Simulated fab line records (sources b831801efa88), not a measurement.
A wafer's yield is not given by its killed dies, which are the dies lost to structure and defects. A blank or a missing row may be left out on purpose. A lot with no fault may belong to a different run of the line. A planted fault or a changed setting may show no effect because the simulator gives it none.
Struck lot and sound lot, side by side	flow sky130	14 steps out of a route of 708
Sound: the wafers L849.1, L849.3, L849.4. The struck wafers were L857.2, L857.3, L857.5. The cause comes at the end.
Per side, at each step with rows, come the tool, then ch with its chambers, and then its first start. Under that, the readings that differ: sound wafers	struck wafers	difference of the means	sigmas: that difference in standard deviations of wafers without a fault.
alike: words and numbers the same on both sides, and readings whose means are apart by under 2 such deviations; not compared: readings that were withheld, readings missing a value for some wafer, numbers with overlapping values and no deviation given by the record, and bounds like >300 which may hide the same value.
The two part at a step that has a row with sigmas, a row that says differs or no value, or rows on one side only. Non-overlapping numbers with no deviation appear without sigmas and do not part them. Lack of a reading on every wafer of one side parts them only where that side has two or more wafers.

first, 3 steps without rows for these wafers: SKY_LDD_HVP_EXPOSE_04 (exposes mask HVPTM, target cd 700 nm); SKY_LDD_HVP_PEB_05; SKY_LDD_HVP_DEVELOP_06 (develop time 60 s).
SKY_LDD_HVP_OVL_MEAS_07:
  sound on overlay-02 at day 25 09:23; struck on overlay-01 at day 28 06:41
  alike: LDD_HVP_OVL
then, 1 step without rows for these wafers: SKY_LDD_HVP_IMPLANT_08.
SKY_LDD_HVP_STRIP_09: strips in O2/N2.
  sound on plasmaAsher-01 ch 0,1, day 25 09:34; struck on plasmaAsher-01 ch 0,1, day 28 06:52
  alike: drypumpMotorCurrentA, oesProductAu, stripTimeToEndpointS
  not compared: rfHoursCounterH
SKY_LDD_HVP_TW_MEAS_10:
  sound on filmMetro-03 at day 25 09:40; struck on filmMetro-02 at day 28 06:59
  alike: LDD_HVP_TW
then, 5 steps without rows for these wafers: SKY_LDD_LDN_DEHYDRATE_00 (time 60 s); SKY_LDD_LDN_HMDS_01 (prime time 60 s); SKY_LDD_LDN_COAT_02 (resist thk 1140 nm); SKY_LDD_LDN_SOFTBAKE_03 (time 60 s); SKY_LDD_LDN_EXPOSE_04 (exposes mask LDNTM, target cd 700 nm).
SKY_LDD_LDN_PEB_05:
  sound on lithoTrack-02 ch 0, day 26 14:08; struck on lithoTrack-04, day 29 10:31
reading	sound	struck	difference	sigmas
exhaustPa (Pa)	46.0 45.2 43.4	- - -	no value on the struck wafers	
  not compared: chillPlateTempC
then, 1 step without rows for these wafers: SKY_LDD_LDN_DEVELOP_06 (develop time 60 s).

== WHERE THEY PART ==
At SKY_LDD_LDN_PEB_05 and nowhere else, as far as this record goes.

WHY: the cause the simulator had injected
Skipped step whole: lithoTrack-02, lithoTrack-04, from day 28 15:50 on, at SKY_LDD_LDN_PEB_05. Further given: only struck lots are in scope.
